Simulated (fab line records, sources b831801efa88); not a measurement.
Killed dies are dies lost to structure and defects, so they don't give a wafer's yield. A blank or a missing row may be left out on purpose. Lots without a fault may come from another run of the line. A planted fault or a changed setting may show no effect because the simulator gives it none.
Which tool did it? | flow sky130 | 14 lots, 42 wafers sampled, at 2 steps of a route of 708

WHAT THE GAUGES READ, wafer by wafer
The record holds no reading of a measuring or inspecting step that can be judged against a usual standard deviation.

WHICH TOOL RAN EACH LOT (tool, then ch and the chambers of the sampled wafers, then the start)
lot  | SKY_SONOS_ONO_WET_ETCH_16       | SKY_PAD_OPEN_PROBE_99
L153 | wet_bench-04 ch 1, day 12 10:11 | -
L154 | wet_bench-03 ch 0, day 12 17:53 | -
L156 | wet_bench-03 ch 1, day 13 11:26 | -
L157 | wet_bench-03 ch 0, day 13 19:29 | -
L158 | wet_bench-04 ch 3, day 14 04:17 | -
L159 | wet_bench-01 ch 1, day 14 13:35 | -
L160 | wet_bench-04 ch 2, day 14 19:05 | -
L164 | wet_bench-03 ch 0, day 16 12:10 | prober-02, day 48 14:14
L165 | wet_bench-04 ch 2, day 16 17:52 | prober-01, day 48 14:19
L172 | wet_bench-01 ch 1, day 20 06:55 | -
L170 | wet_bench-04 ch 0, day 20 07:10 | -
L175 | wet_bench-01 ch 0, day 20 08:26 | -
L173 | wet_bench-01 ch 1, day 20 08:41 | -
L176 | wet_bench-04 ch 3, day 20 12:50 | -
- SKY_SONOS_ONO_WET_ETCH_16: etches SiO2 in dHF, target depth 14 nm, time 280 s.
- SKY_PAD_OPEN_PROBE_99

WHAT THE TOOLS THEMSELVES READ (means of the sampled wafers that have a number; where no wafer has one, the mark that the record gives instead)
SKY_SONOS_ONO_WET_ETCH_16. Usual: bath_heat_duty_pct 6.1 %, standard deviation 0.65; run_length_s 306 s, standard deviation 3.2.
lot  | tool         | bath_heat_duty_pct (%) | run_length_s (s) | flag
L153 | wet_bench-04 | 5.7                    | 306              |
L154 | wet_bench-03 | 6.2                    | 314              |
L156 | wet_bench-03 | 5.7                    | 305              |
L157 | wet_bench-03 | 6.1                    | 314              |
L158 | wet_bench-04 | 7.1                    | 305              |
L159 | wet_bench-01 | 6.4                    | 303              |
L160 | wet_bench-04 | 6.4                    | 303              |
L164 | wet_bench-03 | -                      | -                | OFF
L165 | wet_bench-04 | -                      | -                | OFF
L172 | wet_bench-01 | 6.8                    | 304              |
L170 | wet_bench-04 | 6.0                    | 307              |
L175 | wet_bench-01 | 5.4                    | 304              |
L173 | wet_bench-01 | 6.5                    | 303              |
L176 | wet_bench-04 | 6.9                    | 306              |

SKY_PAD_OPEN_PROBE_99. Usual: killed_at_M0_to_M3 44, standard deviation 7.1; killed_at_M4_up 3.1, standard deviation 1.8; killed_at_contacts 24, standard deviation 5.3; killed_at_front_end 15, standard deviation 4.5; killed_at_other 0.2, standard deviation 0.42; killed_dies 86, standard deviation 9.6; killed_on_rim 17, standard deviation 4; killed_open 46, standard deviation 6.9; killed_short 40, standard deviation 6.4.
lot  | tool      | killed_at_M0_to_M3 | killed_at_M4_up | killed_at_contacts | killed_at_front_end | killed_at_other | killed_dies | killed_on_rim | killed_open | killed_short | flag
L164 | prober-02 | 44                 | 5.0             | 26                 | 417                 | 0.0             | 492         | 96            | 48          | 41           | OFF
L165 | prober-01 | 46                 | 2.3             | 23                 | 420                 | 0.3             | 492         | 96            | 47          | 38           | OFF

THE ANSWER, worked out from the rows above alone
Rule: a lot is off if the mean of its wafers that have a number lies more than 3 standard deviations from the usual mean. A lot without any number at a reading at which 4 lots or more have one is off too. The other lots that the step has rows for count as sound. The gauges are gone through in route order, then the tools' own readings, and for those a lot's mean is taken as printed above. The first step at which some lot is off is used, and at that step the reading that is off furthest; a lot without a number counts as furthest.
Off: L164, L165, at SKY_SONOS_ONO_WET_ETCH_16 (bath_heat_duty_pct). Without a number there: L164, L165.
A tool fits if, at that step or a process step before it, it ran every lot that is off, and no sound lot after the first of them. None of those tried fits.

WHAT THE SIMULATOR HAD PUT IN
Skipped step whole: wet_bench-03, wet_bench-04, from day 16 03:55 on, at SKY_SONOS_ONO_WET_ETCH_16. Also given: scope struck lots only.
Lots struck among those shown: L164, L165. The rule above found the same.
